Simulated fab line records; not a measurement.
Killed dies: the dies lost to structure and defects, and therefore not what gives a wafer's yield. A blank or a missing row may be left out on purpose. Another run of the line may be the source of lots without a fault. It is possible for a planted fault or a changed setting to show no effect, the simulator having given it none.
fab line records	flow sky130
record lots=6	wafers=18	last-day=50
route steps=708 shown GATE_OXIDE@196 POLY_GATE@204 RES_PROTECT@206 PAD_OPEN@708
lots that met no fault: from a run of the same line without faults
start-h: start of the lot's first displayed wafer, in hours after the record's first day	wait-h: how many hours have passed since the lot's step before this one	" the same as in the row above	L1.1+2: one row covering several wafers at once	- either no value or no given start	* or withheld: withheld	< > ~ a bound
route shown NAME@n: names a module that has steps shown in the file, with the first one's number in the route	usual: mean/standard deviation taken from wafers without a fault	same: alike in all rows	chamber/n: place in a boat	sites: readings site by site	_std_site: how widely they spread, as a standard deviation	_edge_site: the outer-site mean with the inner-site mean subtracted	radius-mm: for every site, how far away it sits from the centre of the wafer	mask NAME#n: copy n	behind: the last tool/chamber to shape the wafer	hold: why the lot went on hold/how many hours it stayed there/how the hold came to an end	device: which transistor (n, p or np) failed to switch	end of line: tests of these same wafers at the route's end	a step without rows: its recipe alone	killed: at the first sort, the dies lost to defects and structure; wafer yield is something else	map: the dies of a wafer, with x for killed, . for not killed, _ for no die there
set.NAME: the setting as run; set.NAME@STEP: as run at that earlier step	model.NAME: the simulator's own value behind a step, which no gauge read
a table for each step, a row for each wafer; lots at some steps of the route
services: the hour from which a tool's chamber was out of use, counted from the record's first day as start-h (under 0 if before that day), plus the number of hours and why
## steps
# step SKY_GATE_OXIDE_DEVELOP_09
# recipe resist=NOVOLAK	developer=TMAH	develop-time-s=60	dev-temp-c=23
# step SKY_GATE_OXIDE_OVL_MEAS_10
# usual GATE_OXIDE_OVL=0.4/1.6
lot.wafer	tool	chamber	start-h	wait-h	GATE_OXIDE_OVL[nm]
L451.1	overlay-01	-	345.80	0.1	-1.2
L451.3	"	-	"	"	0.3
L451.6	"	-	"	"	0.9
L453.1	overlay-02	-	352.43	0.1	0.0
L453.2	"	-	"	"	0.6
L453.3	"	-	"	"	-0.2
L452.1	overlay-02	-	352.85	0.1	0.4
L452.5	"	-	"	"	1.4
L452.6	"	-	"	"	-0.1
L454.1	overlay-02	-	362.43	0.1	1.5
L454.3	"	-	"	"	1.3
L454.4	"	-	"	"	1.1
L462.3	overlay-01	-	429.13	0.1	0.9
L462.4	"	-	"	"	-2.2
L462.5	"	-	"	"	-0.3
L470.3	overlay-01	-	495.31	0.1	-2.0
L470.4	"	-	"	"	-1.7
L470.5	"	-	"	"	-1.9
# step SKY_GATE_OXIDE_IMPLANT_11
# recipe species=B	energy-kev=10	dose-cm2=2.6e+12	tilt-deg=withheld
# step SKY_GATE_OXIDE_WET_ETCH_12
# recipe chemistry=dHF	target-depth-nm=16.8	dry=n2-spin	target=SiO2	dilution=100:1	temp-c=25	time-s=336
# step SKY_GATE_OXIDE_STRIP_13
# recipe chemistry=O2/N2	power-w=1400	pressure-mtorr=1500	platen-temp-c=withheld	o2-flow-sccm=3000	n2-flow-sccm=300	overash-fraction=0.5
# usual chamber-pressure-mTorr=1499.9/1.4	drypump-motor-current-A=5.3/0.31	o2-flow-sccm=3000/8.4	oes-product-au=0.716/0.0046	strip-time-to-endpoint-s=14.18/0.032
lot.wafer	tool	chamber	start-h	wait-h	chamber-pressure-mTorr	drypump-motor-current-A	o2-flow-sccm	oes-product-au	rf-hours-counter-h	strip-time-to-endpoint-s
L451.1	plasma-asher-01	0	346.09	0.0	1499.8	5.4	3012	0.718	53	14.23
L451.3	"	0	"	"	1497.1	5.4	2997	0.709	-	14.20
L451.6	"	0	"	"	1497.7	5.4	3000	0.714	-	14.24
L453.1	plasma-asher-03	0	352.73	0.0	1501.9	5.6	3016	0.721	22	14.19
L453.2	"	1	"	"	1502.6	5.7	2988	0.717	22	14.18
L453.3	"	1	"	"	1496.7	5.7	3000	0.714	-	14.20
L452.1	plasma-asher-01	1	353.14	0.0	1501.9	4.9	3015	0.711	54	14.17
L452.5	"	0	"	"	1499.0	5.4	3005	0.711	-	14.18
L452.6	"	1	"	"	1499.6	4.9	3007	0.708	-	14.19
L454.1	plasma-asher-03	1	362.72	0.0	1499.9	5.7	3009	0.717	23	14.14
L454.3	"	1	"	"	1501.5	5.7	3001	0.710	-	14.17
L454.4	"	0	"	"	1500.3	5.6	2986	0.718	-	14.17
L462.3	plasma-asher-03	0	429.44	0.0	1499.6	5.6	3008	0.718	-	14.16
L462.4	"	1	"	"	1498.4	5.7	3002	0.720	-	14.15
L462.5	"	1	"	"	1496.6	5.7	3003	0.710	-	14.13
L470.3	plasma-asher-01	1	495.74	0.0	1497.1	4.9	2990	0.718	-	14.20
L470.4	"	0	"	"	1498.0	5.4	3006	0.709	-	14.22
L470.5	"	0	"	"	1500.4	5.4	3016	0.717	-	14.19
# step SKY_GATE_OXIDE_TW_MEAS_14
# usual GATE_OXIDE_TW=225.6/1.1
lot.wafer	tool	chamber	start-h	wait-h	GATE_OXIDE_TW
L451.1	film-metro-04	-	346.19	0.1	224.6
L451.3	"	-	"	"	224.5
L451.6	"	-	"	"	225.8
L453.1	film-metro-04	-	352.83	0.1	224.8
L453.2	"	-	"	"	224.6
L453.3	"	-	"	"	225.6
L452.1	film-metro-04	-	353.27	0.1	225.3
L452.5	"	-	"	"	225.8
L452.6	"	-	"	"	224.5
L454.1	film-metro-02	-	362.82	0.1	226.3
L454.3	"	-	"	"	226.5
L454.4	"	-	"	"	225.5
L462.3	film-metro-01	-	429.52	0.1	226.0
L462.4	"	-	"	"	224.4
L462.5	"	-	"	"	224.8
L470.3	film-metro-01	-	495.83	0.1	225.1
L470.4	"	-	"	"	225.0
L470.5	"	-	"	"	225.4
# step SKY_GATE_OXIDE_CLEAN_15
# recipe chemistry=SC1/SC2	mix=1:4:20	temp-c=70	time-s=150	dry=n2-spin
# step SKY_GATE_OXIDE_OXIDATION_16
# recipe temp-c=800	ambient=O2	idle-temp-c=700	ramp-up-c-per-min=10	ramp-down-c-per-min=3	stabilise-s=600	purge-s=300	target-thk-a=35.7	ox-time-s=1915
# step SKY_POLY_GATE_CVD_00
# recipe material=poly-Si	target-thk-nm=180	temp-c=620	time-s=720	pressure-mtorr=200
# step SKY_POLY_GATE_THK_MEAS_01
# recipe reads=poly-Si_of_POLY_GATE_CVD_00
# usual POLY_GATE_CVD_00_THK=181.1/1.7
lot.wafer	tool	chamber	start-h	wait-h	POLY_GATE_CVD_00_THK[nm]
L451.1	film-metro-03	-	350.36	0.0	182.4
L451.3	"	-	"	"	183.2
L451.6	"	-	"	"	182.2
L453.1	film-metro-01	-	355.94	0.0	178.7
L453.2	"	-	"	"	181.4
L453.3	"	-	"	"	179.4
L452.1	film-metro-03	-	357.47	0.0	179.9
L452.5	"	-	"	"	179.0
L452.6	"	-	"	"	179.7
L454.1	film-metro-01	-	367.73	0.0	181.3
L454.3	"	-	"	"	181.8
L454.4	"	-	"	"	181.8
L462.3	film-metro-03	-	433.93	0.0	179.6
L462.4	"	-	"	"	177.9
L462.5	"	-	"	"	179.4
L470.3	film-metro-03	-	498.68	0.0	181.9
L470.4	"	-	"	"	179.8
L470.5	"	-	"	"	180.6
# step SKY_RES_PROTECT_DEHYDRATE_00
# recipe temp-c=200	time-s=60
# step SKY_RES_PROTECT_HMDS_01
# recipe prime-time-s=60	prime-temp-c=120
# step SKY_RES_PROTECT_COAT_02
# recipe resist=NOVOLAK	spin-rpm=3000	resist-thk-nm=1140
# usual chill-plate-temp-C=23.00/0.11
lot.wafer	tool	chamber	start-h	wait-h	chill-plate-temp-C	model.NOVOLAK_of_RES_PROTECT_COAT_02.thk-nm
L451.1	litho-track-02	0	363.45	0.1	23.10	688.6
L451.3	"	0	"	"	23.02	687.6
L451.6	"	0	"	"	23.05	688.4
L453.1	litho-track-02	0	369.95	0.1	23.02	686.5
L453.2	"	0	"	"	23.04	684.9
L453.3	"	0	"	"	22.97	685.6
L452.1	litho-track-03	0	371.25	0.1	22.88	1142
L452.5	"	0	"	"	22.99	1141
L452.6	"	0	"	"	23.07	1147
L454.1	litho-track-03	0	381.80	0.1	23.27	1143
L454.3	"	0	"	"	22.98	1140
L454.4	"	0	"	"	23.23	1141
L462.3	litho-track-04	0	449.41	0.1	22.89	1142
L462.4	"	0	"	"	22.98	1142
L462.5	"	0	"	"	22.77	1141
L470.3	litho-track-02	0	513.55	0.1	23.20	1141
L470.4	"	0	"	"	23.38	1142
L470.5	"	0	"	"	23.13	1140
# step SKY_RES_PROTECT_SOFTBAKE_03
# recipe temp-c=90	time-s=60	resist=NOVOLAK
# step SKY_RES_PROTECT_EXPOSE_04
# recipe mask-id=RPM	na=0.6	source-shape=conventional	sigma-outer=0.6	polarization=unpolarized	target-cd-nm=1270	dose-mj=131
# step SKY_RES_PROTECT_PEB_05
# recipe temp-c=withheld	time-s=*	resist=NOVOLAK
# step SKY_RES_PROTECT_DEVELOP_06
# recipe resist=NOVOLAK	developer=TMAH	develop-time-s=60	dev-temp-c=23
# usual chill-plate-temp-C=23.04/0.1	developer-temp-C=23.00/0.098
lot.wafer	tool	chamber	start-h	wait-h	chill-plate-temp-C	developer-temp-C	model.NOVOLAK_of_RES_PROTECT_COAT_02.thk-nm
L451.1	litho-track-04	0	377.01	0.1	23.07	23.03	688.2
L451.3	"	0	"	"	23.01	22.99	687.2
L451.6	"	0	"	"	22.95	23.09	688
L453.1	litho-track-02	0	383.75	0.1	23.12	23.05	686.1
L453.2	"	0	"	"	23.22	23.11	684.5
L453.3	"	0	"	"	23.08	23.04	685.2
L452.1	litho-track-02	0	385.30	0.1	23.21	23.14	1141
L452.5	"	0	"	"	23.18	22.98	1141
L452.6	"	0	"	"	23.23	23.20	1147
L454.1	litho-track-02	0	395.70	0.1	23.10	22.88	1142
L454.3	"	0	"	"	23.20	22.86	1139
L454.4	"	0	"	"	23.11	22.96	1141
L462.3	litho-track-04	0	464.76	0.1	22.91	23.13	1141
L462.4	"	0	"	"	22.86	23.08	1141
L462.5	"	0	"	"	22.94	23.15	1141
L470.3	litho-track-03	0	528.75	0.1	23.01	23.03	1140
L470.4	"	0	"	"	23.04	23.04	1141
L470.5	"	0	"	"	22.80	22.93	1140
# step SKY_POLY_GATE_IMPLANT_02
# recipe species=P	energy-kev=30	dose-cm2=7.7e+15	tilt-deg=0
# step SKY_RES_PROTECT_STRIP_07
# recipe chemistry=O2/N2	power-w=1400	pressure-mtorr=1500	platen-temp-c=withheld	o2-flow-sccm=3000	n2-flow-sccm=300	overash-fraction=0.5
# usual chamber-pressure-mTorr=1500.0/1.3	drypump-motor-current-A=5.54/0.27	o2-flow-sccm=3001/8.9	oes-product-au=0.518/0.0048	strip-time-to-endpoint-s=23.30/0.051
lot.wafer	tool	chamber	start-h	wait-h	chamber-pressure-mTorr	drypump-motor-current-A	o2-flow-sccm	oes-product-au	rf-hours-counter-h	strip-time-to-endpoint-s
L451.1	plasma-asher-04	1	377.31	0.1	1502.2	5.38	3004	0.459	69	18.19
L451.3	"	1	"	"	1503.0	5.38	3006	0.459	-	18.18
L451.6	"	1	"	"	1499.0	5.37	3008	0.449	-	18.17
L453.1	plasma-asher-02	0	384.05	0.1	1499.6	5.99	3019	0.451	68	18.16
L453.2	"	1	"	"	1500.8	5.31	3006	0.462	68	18.15
L453.3	"	0	"	"	1497.7	6.02	3001	0.454	-	18.15
L452.1	plasma-asher-03	1	385.60	0.1	1501.6	5.70	3003	0.522	26	23.30
L452.5	"	1	"	"	1500.5	5.73	2983	0.520	-	23.28
L452.6	"	0	"	"	1501.5	5.63	3001	0.518	-	23.34
L454.1	plasma-asher-04	0	396.00	0.1	1495.6	5.10	3013	0.514	71	23.28
L454.3	"	0	"	"	1500.7	5.10	3033	0.512	-	23.25
L454.4	"	1	"	"	1499.8	5.36	3009	0.514	-	23.27
L462.3	plasma-asher-03	1	465.05	0.1	1499.1	5.68	2999	0.520	-	23.32
L462.4	"	0	"	"	1498.7	5.60	2995	0.518	-	23.34
L462.5	"	0	"	"	1502.2	5.61	2985	0.515	-	23.32
L470.3	plasma-asher-04	0	529.03	0.1	1500.9	5.12	3006	0.516	-	23.28
L470.4	"	1	"	"	1499.6	5.39	2995	0.516	-	23.30
L470.5	"	1	"	"	1500.0	5.37	2979	0.518	-	23.28
# step SKY_RES_PROTECT_TW_MEAS_08
# usual POLY_GATE_TW=4046/32
lot.wafer	tool	chamber	start-h	wait-h	POLY_GATE_TW
L451.1	film-metro-02	-	377.41	0.1	4071
L451.3	"	-	"	"	4083
L451.6	"	-	"	"	4049
L453.1	film-metro-03	-	384.15	0.1	4007
L453.2	"	-	"	"	4012
L453.3	"	-	"	"	3982
L452.1	film-metro-02	-	385.70	0.1	4080
L452.5	"	-	"	"	4055
L452.6	"	-	"	"	4083
L454.1	film-metro-02	-	396.10	0.1	4085
L454.3	"	-	"	"	4091
L454.4	"	-	"	"	4082
L462.3	film-metro-01	-	465.13	0.1	4050
L462.4	"	-	"	"	4059
L462.5	"	-	"	"	4056
L470.3	film-metro-01	-	529.12	0.1	3997
L470.4	"	-	"	"	4029
L470.5	"	-	"	"	3999
# step SKY_PAD_OPEN_PROBE_99
# usual killed_at_M0_to_M3=43/6.9	killed_at_M4_up=3.1/1.8	killed-at-contacts=24/5.1	killed-at-front-end=15/4.8	killed-at-other=0.3/0.48	killed-dies=86/8.9	killed-open=47/6.8	killed-short=39/6.3
# same gross-dies=492	killed-at-back-side=0
lot.wafer	tool	chamber	start-h	wait-h	killed_at_M0_to_M3	killed_at_M4_up	killed-at-contacts	killed-at-front-end	killed-at-other	killed-dies	killed-open	killed-short
L462.3	prober-01	-	1163.85	0.2	48	4	20	10	0	82	41	41
L462.4	prober-01	-	1163.90	0.2	40	5	32	14	0	91	57	33
L462.5	prober-01	-	1163.95	0.2	32	1	25	27	0	85	51	33
# killed by level:class
L462.3 METAL2:geometric-particle:short=12 VIA3:geometric-particle:open=9 VIA1:geometric-particle:open=8 CONTACT:geometric-particle:open=6 LI_CONTACT:geometric-particle:open=6 CONTACT:geometric-particle:short=5 VIA1:geometric-particle:short=5 FIELD_ISO:geometric-particle:open=4
L462.4 CONTACT:geometric-particle:open=17 VIA3:geometric-particle:open=7 LI_CONTACT:geometric-particle:open=7 VIA1:geometric-particle:open=6 METAL2:geometric-particle:short=6 FIELD_ISO:geometric-particle:short=4 FIELD_ISO:geometric-particle:open=4 VIA2:geometric-particle:open=4
L462.5 FIELD_ISO:geometric-particle:short=11 CONTACT:geometric-particle:open=11 VIA2:geometric-particle:open=7 VIA1:geometric-particle:open=6 VIA3:geometric-particle:open=6 POLY_GATE:geometric-particle:open=5 CONTACT:geometric-particle:short=5 LI_CONTACT:geometric-particle:open=5
## services
tool	chamber	start-h	hours	kind
plasma-asher-03	-	322.17	3.6	repair
plasma-asher-03	-	340.89	4.2	repair
plasma-asher-01	-	408.61	0.6	repair
plasma-asher-02	-	421.25	9.0	pm
plasma-asher-02	0	421.25	9.0	vent-cycle
plasma-asher-02	1	421.25	9.0	vent-cycle
plasma-asher-02	0	430.25	-	clean
plasma-asher-02	1	430.25	-	clean
## key
first-sign step=SKY_RES_PROTECT_STRIP_07	reading=strip-time-to-endpoint-s	direction=down	sigmas=99+	usual=*	struck=*
effect step=SKY_RES_PROTECT_STRIP_07	reading=oes-product-au	direction=down	sigmas=13	usual=0.518	struck=0.456
model-effect step=SKY_RES_PROTECT_COAT_02	value=NOVOLAK_of_RES_PROTECT_COAT_02.thk-nm	without=1148	struck=686.9
model-effect step=SKY_RES_PROTECT_DEVELOP_06	value=NOVOLAK_of_RES_PROTECT_COAT_02.thk-nm	without=1147	struck=686.5
met-at SKY_RES_PROTECT_COAT_02
struck-wafers L451.1,L451.3,L451.6,L453.1,L453.2,L453.3
tester-left-out L451,L453
fault kind=process-parameter-drift	tool=litho-track-02	chamber=-	onset-h=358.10	steps=SKY_RES_PROTECT_COAT_02	channel=resist-thk-nm	offset=-457.71	shape=step	end-h=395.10	acts-in=these-recipes-only	stated=1140
# tester-left-out: of these lots the tester's yield and bins aren't shown, on N5 and GAA mostly nor the transistor test; their killed dies are dies lost to structure and defects alone, not to doping, threshold or leakage, so they don't give the yield
